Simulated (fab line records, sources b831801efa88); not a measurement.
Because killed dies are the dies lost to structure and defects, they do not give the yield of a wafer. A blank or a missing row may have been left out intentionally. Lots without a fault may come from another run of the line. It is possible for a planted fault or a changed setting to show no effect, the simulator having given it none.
A struck lot beside a sound one ; flow sky130 ; 17 steps out of a route of 708
Sound: wafers L126.2, L126.5, L126.6. Wafers L117.1, L117.4, L117.6 were the ones struck. The cause is named last.
For every step that has rows: the tool of each side, followed by ch and its chambers, followed by its first start. Under that, the readings that differ: sound wafers ; struck wafers ; difference of the means ; sigmas: that difference in standard deviations of wafers without a fault.
alike: readings whose means differ by less than 2 such deviations, and words and numbers that are the same on both sides. not compared: withheld readings, readings that some wafer has no value for, bounds like >300 that may hide the same value, and numbers for which the record gives no deviation and whose values overlap.
A row with sigmas, a row that says differs or no value, or rows on one side alone: a step with any of these is where the two part. Numbers that don't overlap but have no deviation are shown without sigmas and don't part them. A reading that every wafer of one side lacks parts them only if that side has two wafers or more.

SKY_VT_ADJUST_LVTN_OVL_MEAS_07:
  sound on overlay-01, day 12 04:22; struck on overlay-01, day 9 15:54
  alike: VT_ADJUST_LVTN_OVL
then, 1 step without rows for these wafers: SKY_VT_ADJUST_LVTN_IMPLANT_08.
SKY_VT_ADJUST_LVTN_STRIP_09: strips in O2/N2.
  sound on plasma-asher-03 ch 0,1, day 12 04:33; struck on plasma-asher-02 ch 1, day 9 16:05
reading;sound;struck;difference;sigmas
drypump-motor-current-A (A);6.5 5.8 6.5;5.5 5.6 5.5;-0.7;-2
  alike: oes-product-au, strip-time-to-endpoint-s
  not compared: rf-hours-counter-h
SKY_VT_ADJUST_LVTN_TW_MEAS_10:
  sound on film-metro-01, day 12 04:40; struck on film-metro-02, day 9 16:11
reading;sound;struck;difference;sigmas
VT_ADJUST_LVTN_TW;238 238 240;248 247 248;+9;+2
then, 7 steps without rows for these wafers: SKY_VT_ADJUST_LVTN_DEHYDRATE_11 (time 60 s); SKY_VT_ADJUST_LVTN_HMDS_12 (prime time 60 s); SKY_VT_ADJUST_LVTN_COAT_13 (resist thk 1140 nm); SKY_VT_ADJUST_LVTN_SOFTBAKE_14 (time 60 s); SKY_VT_ADJUST_LVTN_EXPOSE_15 (exposes mask HVN STD DERIVED, target cd 600 nm); SKY_VT_ADJUST_LVTN_PEB_16; SKY_VT_ADJUST_LVTN_DEVELOP_17 (develop time 60 s).
SKY_VT_ADJUST_LVTN_OVL_MEAS_18:
  sound on overlay-02, day 13 05:31; struck on overlay-02, day 10 13:01
  alike: VT_ADJUST_LVTN_01_OVL
SKY_VT_ADJUST_LVTN_IMPLANT_19:
  sound on implanter-02 ch 0, day 13 05:34; struck on implanter-02 ch 0, day 10 13:22
SKY_VT_ADJUST_LVTN_STRIP_20: strips in O2/N2.
  sound on plasma-asher-03 ch 0,1, day 13 05:42; struck on plasma-asher-03 ch 0,1, day 10 13:31
  alike: drypump-motor-current-A, oes-product-au, strip-time-to-endpoint-s
  not compared: rf-hours-counter-h
SKY_VT_ADJUST_LVTN_TW_MEAS_21:
  sound on film-metro-04, day 13 05:49; struck on film-metro-01, day 10 13:37
reading;sound;struck;difference;sigmas
VT_ADJUST_LVTN_2_TW;185 184 184;226 226 226;+42;+11
then, 1 step without rows for these wafers: SKY_VT_ADJUST_NCORE_DEHYDRATE_00 (time 60 s).
-- here the record skips 38 days between the struck wafers' starts before and after, leaving off in module VT_ADJUST_NCORE and picking up in module PAD_OPEN (first step shown: number 708 of the route) --
SKY_PAD_OPEN_PROBE_99:
  sound on prober-01, day 50 03:35; struck on prober-01, day 48 05:12
reading;sound;struck;difference;sigmas
killed-short;45 55 50;35 39 33;-14;-2
model.etest.pfet_16v.r-on-ohm-um;1.525e+04 1.521e+04 1.556e+04;1.499e+04 1.506e+04 1.487e+04;-3.667e+02;
model.etest.nfet_16v.r-on-ohm-um;1.388e+04 1.387e+04 1.409e+04;1.438e+04 1.44e+04 1.439e+04;+4.433e+02;
model.etest.res-pwell-under-gate.rs-ohm-sq;2278 2292 2277;2187 2184 2181;-98;
model.etest.tip_n_5v.rs-ohm-sq;1391 1402 1400;1430 1416 1431;+28;
model.etest.nfet-g5v0d10v5.drive-ua-um;611.1 602 597.7;594.9 584 583.4;-16.2;
model.etest.nfet_16v.drive-ua-um;224.9 221.7 220.6;212.5 210.4 211.9;-10.8;
model.etest.pfet_16v.drive-ua-um;250.3 251.4 241.1;255.6 252.9 257.2;+7.6;
  alike: killed_at_M0_to_M3, killed_at_M4_up, killed-at-contacts, killed-at-front-end, killed-at-other, killed-dies, killed-open
  not compared: model.etest.nfet-g5v0d10v5.r-on-ohm-um

WHERE THEY PART
Earliest at SKY_VT_ADJUST_LVTN_STRIP_09; latest, in this record, at SKY_PAD_OPEN_PROBE_99.

WHY: what the simulator had put in
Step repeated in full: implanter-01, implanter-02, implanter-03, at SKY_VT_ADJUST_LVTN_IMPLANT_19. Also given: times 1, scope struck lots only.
